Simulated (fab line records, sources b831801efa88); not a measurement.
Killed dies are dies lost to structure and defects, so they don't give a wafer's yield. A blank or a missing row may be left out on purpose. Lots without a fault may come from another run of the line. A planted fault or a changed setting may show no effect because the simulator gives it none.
A struck lot beside a sound one | flow sfq_line | 21 steps out of a route of 325
Sound: wafers L376.1, L376.3, L376.6. Struck: wafer L382.6. (L382.4 of the same lot was not struck and is left out.) The cause comes at the end.
At each step with rows: each side's tool, then ch and its chambers, then its first start. Under that, the readings that differ: sound wafers | struck wafers | difference of the means | sigmas: that difference in standard deviations of wafers without a fault.
alike: readings whose means differ by less than 2 such deviations, and words and numbers that are the same on both sides. not compared: withheld readings, readings that some wafer has no value for, bounds like >300 that may hide the same value, and numbers for which the record gives no deviation and whose values overlap.
The two part at a step that has a row with sigmas, a row that says differs or no value, or rows on one side only. Numbers that don't overlap but have no deviation are shown without sigmas and don't part them. A reading that every wafer of one side lacks parts them only if that side has two wafers or more.

first, 2 steps without rows for these wafers: SFQ_TRILAYER_M1_LITHO_PEB_042 (peb time 60 s); SFQ_TRILAYER_M1_LITHO_DEVELOP_041 (time 60 s).
SFQ_M1_OVL_MEAS_911:
  sound on overlay-02, day 14 10:42; struck on overlay-01, day 16 05:55
  alike: M1_OVL
SFQ_TRILAYER_M1_BARC_OPEN_METAL_ETCH_054: etches BARC in O2, target depth 125 nm, time 41.7 s.
  sound on rie_metal-01 ch 0,1, day 14 10:44; struck on rie_metal-04 ch 1, day 16 05:58
  alike: drypump_motor_current_A, oes_product_au
  not compared: rf_hours_counter_h
then, 1 step without rows for these wafers: SFQ_TRILAYER_M1_ETCH_METAL_ETCH_042 (etches Nb in Cl2/Ar, stops on SiO2, target depth 240 nm, time 120 s).
SFQ_TRILAYER_M1_STRIP_STRIP_043: strips in O2.
  sound on rie_metal-01 ch 0,1, day 14 10:55; struck on rie_metal-04 ch 1, day 16 06:19
  reading               | sound             | struck | difference | sigmas
  oes_product_au (a.u.) | 0.999 0.994 0.999 | 1.031  | +0.034     | +3
  alike: drypump_motor_current_A, platen_temp_c
  not compared: rf_hours_counter_h
then, 1 step without rows for these wafers: SFQ_TRILAYER_M1_STRIP_SOLV_CLEAN_044 (cleans in NMP, time 600 s).
SFQ_TRILAYER_I1_DEP_PECVD_045: deposits SiO2 from SiH4/N2O, time 111.11 s, target thk 500 nm.
  sound on pecvd-03 ch 0,2, day 14 11:52; struck on pecvd-03 ch 1, day 16 06:59
  alike: heater_power_w, throttle_valve_pct
  not compared: since_wet_clean_h
SFQ_TRILAYER_I1_CMP_CMP_046: polishes SiO2.
  sound on cmp-02 ch 1,2,3, day 14 12:57; struck on cmp-02 ch 3, day 16 10:52
  alike: motor_current_A, time_to_endpoint_s
SFQ_I1_BOW_MEAS_912:
  sound on film_metro-03, day 14 14:57; struck on film_metro-02, day 16 11:56
  alike: I1_BOW
SFQ_TRILAYER_I1_METRO_MEASURE_047:
  sound on film_metro-03, day 14 15:04; struck on film_metro-02, day 16 12:35
  alike: thk_nm
then, 1 step without rows for these wafers: SFQ_TRILAYER_I1_VIA_LITHO_COAT_054 (resist thk 62 nm).
SFQ_TRILAYER_I1_VIA_LITHO_COAT_049: resist thk 650 nm.
  sound on litho_track-01 ch 0, day 14 16:34; struck on litho_track-03 ch 0, day 16 13:40
  reading                                                 | sound             | struck | difference | sigmas
  resist_line_temp_C (C)                                  | 23.18 23.23 23.17 | 22.90  | -0.29      | -3
  model.KrF_of_TRILAYER_I1_VIA_LITHO_COAT_049.thk_nm (nm) | 654.6 652.5 653.6 | 785.2  | +131.6     |
then, 4 steps without rows for these wafers: SFQ_TRILAYER_I1_VIA_LITHO_SOFTBAKE_053; SFQ_TRILAYER_I1_VIA_LITHO_EXPOSE_050 (exposes mask I1, target cd 500 nm); SFQ_TRILAYER_I1_VIA_LITHO_PEB_052 (peb time 60 s); SFQ_TRILAYER_I1_VIA_LITHO_DEVELOP_051 (time 60 s).
-- the record jumps here: 5 days lie between the struck wafers' starts before and after --
SFQ_I1_OVL_MEAS_913:
  sound on overlay-02, day 19 06:32; struck on overlay-02, day 21 08:57
  alike: I1_OVL
SFQ_TRILAYER_I1_VIA_BARC_OPEN_VIA_ETCH_071: etches BARC in O2, target depth 125 nm, time 41.7 s.
  sound on rie_diel-01 ch 1,3, day 19 06:34; struck on rie_diel-01 ch 0, day 21 08:59
  reading             | sound           | struck | difference | sigmas
  model.I1.cd_nm (nm) | 500 499.1 499.8 | 496.7  | -2.9       |
  alike: drypump_motor_current_A, oes_product_au
  not compared: rf_hours_counter_h
SFQ_TRILAYER_I1_VIA_ETCH_VIA_ETCH_052: etches SiO2 in CHF3, stops on Nb, target depth 260 nm.
  sound on rie_diel-01 ch 1,3, day 19 06:37; struck on rie_diel-01 ch 0, day 21 09:04
  reading                                                 | sound             | struck | difference | sigmas
  model.KrF_of_TRILAYER_I1_VIA_LITHO_COAT_049.thk_nm (nm) | 533.9 530.9 533.6 | 660.5  | +127.7     |
  alike: drypump_motor_current_A, oes_product_au
  not compared: model.I1.cd_nm
then, 1 step without rows for these wafers: SFQ_TRILAYER_I1_VIA_STRIP_STRIP_053 (strips in O2).

WHERE THEY PART
First at SFQ_TRILAYER_M1_STRIP_STRIP_043; last, within this record, at SFQ_TRILAYER_I1_VIA_LITHO_COAT_049. Later steps at which nothing parts them and some readings are alike: SFQ_I1_OVL_MEAS_913, SFQ_TRILAYER_I1_VIA_BARC_OPEN_VIA_ETCH_071, SFQ_TRILAYER_I1_VIA_ETCH_VIA_ETCH_052.

WHY: what the simulator had put in
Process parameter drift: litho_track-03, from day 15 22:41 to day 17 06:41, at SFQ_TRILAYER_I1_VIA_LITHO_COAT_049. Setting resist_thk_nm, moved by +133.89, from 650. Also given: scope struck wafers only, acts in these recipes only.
